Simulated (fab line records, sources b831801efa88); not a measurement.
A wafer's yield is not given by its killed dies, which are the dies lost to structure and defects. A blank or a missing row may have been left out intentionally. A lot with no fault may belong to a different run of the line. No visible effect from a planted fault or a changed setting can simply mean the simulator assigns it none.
A lot that was struck, set against a sound lot :: flow sky130 :: 15 steps out of a route of 708
Sound: the wafers L833.1, L833.2, L833.5. Wafers L844.3, L844.4, L844.5 were the ones struck. At the end, the cause is stated.
Per side, at each step with rows, come the tool, then ch with its chambers, and then its first start. Under that, the readings that differ: sound wafers :: struck wafers :: difference of the means :: sigmas: that difference in standard deviations of wafers without a fault.
alike: same words and numbers on both sides, and readings whose means sit less than 2 such deviations apart. not compared: any withheld reading, any reading some wafer has no value for, any bound like >300 that may hide the same value, and any number with overlapping values for which the record gives no deviation.
Wherever a step has rows on one side only, a row that says differs or no value, or a row with sigmas, the two part there. Non-overlapping numbers with no deviation appear without sigmas and do not part them. A reading that every wafer of one side lacks parts them only if that side has two wafers or more.

first, 4 steps without rows for these wafers: SKY_RES_XHIGH_EXPOSE_04 (exposes mask URPM, target cd 1270 nm); SKY_RES_XHIGH_PEB_05; SKY_RES_XHIGH_DEVELOP_06 (develop time 60 s); SKY_RES_XHIGH_IMPLANT_07.
SKY_RES_XHIGH_STRIP_08: strips in O2/N2.
  sound on plasmaAsher-04 ch 0,1, day 27 07:38; struck on plasmaAsher-02 ch 0,1, day 31 08:54
  alike: drypumpMotorCurrentA, oesProductAu, stripTimeToEndpointS
  not compared: rfHoursCounterH
SKY_RES_XHIGH_TW_MEAS_09:
  sound on filmMetro-03 at day 27 07:44; struck on filmMetro-04 at day 31 08:59
reading: RES_XHIGH_TW
sound: 1654 1655 1662
struck: 1628 1616 1619
difference: -36
sigmas: -3
then, 6 steps without rows for these wafers: SKY_SD_N_DEHYDRATE_00 (time 60 s); SKY_SD_N_HMDS_01 (prime time 60 s); SKY_SD_N_COAT_02 (resist thk 1140 nm); SKY_SD_N_SOFTBAKE_03 (time 60 s); SKY_SD_N_EXPOSE_04 (exposes mask NSDM, target cd 380 nm); SKY_SD_N_PEB_05.
SKY_SD_N_DEVELOP_06: develop time 60 s.
  sound on lithoTrack-01 ch 0, day 28 12:07; struck on lithoTrack-03 ch 0, day 32 11:58
reading: developerTempC (C)
sound: 23.17 23.18 23.21
struck: 20.82 21.03 20.69
difference: -2.34
sigmas: -21
SKY_SD_N_CD_MEAS_07: target cd 380 nm.
  sound on cdSem-01 at day 28 12:16; struck on cdSem-02 at day 32 12:07
reading: cdNm (nm)
sound: 376.0 377.7 380.5
struck: 384.3 385.6 384.6
difference: +6.8
sigmas: +3
SKY_SD_N_OVL_MEAS_08:
  sound on overlay-01 at day 28 12:23; struck on overlay-01 at day 32 12:12
  alike: SD_N_OVL

## WHERE THEY PART
At SKY_RES_XHIGH_TW_MEAS_09 first; at SKY_SD_N_CD_MEAS_07 last (within this record only). Later steps at which nothing parts them and some readings are alike: SKY_SD_N_OVL_MEAS_08.

WHY: the cause the simulator had injected
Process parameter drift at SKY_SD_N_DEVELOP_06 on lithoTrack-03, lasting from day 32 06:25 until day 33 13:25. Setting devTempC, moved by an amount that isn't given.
